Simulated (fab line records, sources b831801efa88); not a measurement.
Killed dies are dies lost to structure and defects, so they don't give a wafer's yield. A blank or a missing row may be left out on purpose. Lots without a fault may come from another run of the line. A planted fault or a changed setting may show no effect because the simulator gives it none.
A struck lot beside a sound one | flow sky130 | 16 steps out of a route of 708
Sound: wafers L905.2, L905.5, L905.6. Struck: wafers L914.3, L914.4, L914.6. The cause comes at the end.
At each step with rows: each side's tool, then ch and its chambers, then its first start. Under that, the readings that differ: sound wafers | struck wafers | difference of the means | sigmas: that difference in standard deviations of wafers without a fault.
alike: readings whose means differ by less than 2 such deviations, and words and numbers that are the same on both sides. not compared: withheld readings, readings that some wafer has no value for, bounds like >300 that may hide the same value, and numbers for which the record gives no deviation and whose values overlap.
The two part at a step that has a row with sigmas, a row that says differs or no value, or rows on one side only. Numbers that don't overlap but have no deviation are shown without sigmas and don't part them. A reading that every wafer of one side lacks parts them only if that side has two wafers or more.

first, 2 steps without rows for these wafers: SKY_VT_ADJUST_LVTN_PEB_16; SKY_VT_ADJUST_LVTN_DEVELOP_17 (develop time 60 s).
SKY_VT_ADJUST_LVTN_OVL_MEAS_18:
  sound on overlay-01, day 9 15:26; struck on overlay-02, day 12 10:08
  alike: VT_ADJUST_LVTN_01_OVL
then, 1 step without rows for these wafers: SKY_VT_ADJUST_LVTN_IMPLANT_19.
SKY_VT_ADJUST_LVTN_STRIP_20: strips in O2/N2.
  sound on plasma_asher-01 ch 0,1, day 9 15:37; struck on plasma_asher-01 ch 0,1, day 12 10:20
  alike: drypump_motor_current_A, oes_product_au, strip_time_to_endpoint_s
  not compared: rf_hours_counter_h
SKY_VT_ADJUST_LVTN_TW_MEAS_21:
  sound on film_metro-04, day 9 15:43; struck on film_metro-01, day 12 10:25
  alike: VT_ADJUST_LVTN_2_TW
then, 6 steps without rows for these wafers: SKY_VT_ADJUST_NCORE_DEHYDRATE_00 (time 60 s); SKY_VT_ADJUST_NCORE_HMDS_01 (prime time 60 s); SKY_VT_ADJUST_NCORE_COAT_02 (resist thk 1140 nm); SKY_VT_ADJUST_NCORE_SOFTBAKE_03 (time 60 s); SKY_VT_ADJUST_NCORE_EXPOSE_04 (exposes mask LVTN COMPLEMENT THIN, target cd 380 nm); SKY_VT_ADJUST_NCORE_PEB_05.
SKY_VT_ADJUST_NCORE_DEVELOP_06: develop time 60 s.
  sound on litho_track-03 ch 0, day 10 13:20; struck on litho_track-03 ch 0, day 13 11:49
SKY_VT_ADJUST_NCORE_CD_MEAS_07: target cd 380 nm.
  sound on cd_sem-02, day 10 13:29; struck on cd_sem-02, day 13 12:14
  reading    | sound             | struck            | difference | sigmas
  cd_nm (nm) | 379.9 380.1 382.8 | 365.9 366.1 365.3 | -15.2      | -7
  not compared: hold
SKY_VT_ADJUST_NCORE_OVL_MEAS_08:
  sound on overlay-02, day 10 13:35; struck on overlay-01, day 13 16:05
  reading | sound | struck                                                                     | difference                   | sigmas
  hold    | - - - | await_dispo/3.7h/release await_dispo/3.7h/release await_dispo/3.7h/release | no value on the sound wafers |
  alike: VT_ADJUST_NCORE_OVL
-- the record jumps here: 36 days lie between the struck wafers' starts before and after (it left off in module VT_ADJUST_NCORE and takes up again in module PAD_OPEN, whose first step shown is number 708 of the route) --
SKY_PAD_OPEN_PROBE_99:
  the record has rows for the struck wafers here (prober-02, day 49 19:49) and none for the sound ones

WHERE THEY PART
First at SKY_VT_ADJUST_NCORE_CD_MEAS_07; last, within this record, at SKY_PAD_OPEN_PROBE_99.

WHY: what the simulator had put in
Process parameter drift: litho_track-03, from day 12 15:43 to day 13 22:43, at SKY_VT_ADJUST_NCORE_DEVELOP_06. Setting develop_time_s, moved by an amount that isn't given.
